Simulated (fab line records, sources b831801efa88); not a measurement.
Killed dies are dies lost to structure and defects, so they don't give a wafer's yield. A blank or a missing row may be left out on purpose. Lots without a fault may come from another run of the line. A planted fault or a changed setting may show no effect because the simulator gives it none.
Chamber matching | flow gf180mcu | GF_V4_CMP_04 on cmp-01: 4 sister chambers
The step polishes SiO2. 8 wafers are shown with their chamber, then 7 later ones without.

WAFERS WITH THEIR CHAMBER
wafer  | chamber | motor_current_A (A) | slurry_flow_ml_min
L794.1 | 0       | 9.4                 | 149.5
L795.3 | 3       | 9.5                 | 150.4
L796.3 | 3       | 9.9                 | 150.7
L801.1 | 2       | 12.8                | 150.5
L801.5 | 1       | 10.9                | 149.9
L805.3 | 1       | 11.3                | 150.8
L812.2 | 0       | 9.9                 | 149.9
L812.4 | 2       | 12.7                | 150.5

WAFERS WITHOUT THEIR CHAMBER
wafer  | motor_current_A (A) | slurry_flow_ml_min
L812.5 | 11.9                | 149.9
L813.2 | 12.0                | 149.6
L813.3 | 13.4                | 149.7
L813.4 | 9.3                 | 150.2
L815.1 | 10.3                | 150.1
L815.3 | 10.7                | 149.7
L815.6 | 9.2                 | 150.2

WHICH CHAMBER EACH WENT THROUGH
wafer  | from the rows above          | in truth
L812.5 | can't be placed: 1 or 2      | 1
L813.2 | can't be placed: 2 or 1      | 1
L813.3 | 2                            | 2
L813.4 | can't be placed: 3 or 0      | 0
L815.1 | can't be placed: 3 or 0 or 1 | 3
L815.3 | can't be placed: 1 or 0      | 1
L815.6 | can't be placed: 3 or 0      | 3
Placed correctly: 1 of 7. Can't be placed from these rows: 6 (the true chamber is among the candidates in 6). Placed wrongly: 0.
How it was worked out, from the rows above alone: a wafer's distance from a chamber is the root of the sum, over the readings, of the square of ((its reading less the chamber's mean) divided by the reading's scatter). The wafer belongs to the nearest chamber; if the next one is less than 2 further off, it can't be placed. A chamber's mean is the mean of its shown wafers. The scatter: the root of (the sum of the squares of (reading less its chamber's mean) over the shown wafers, divided by (wafers less chambers)).
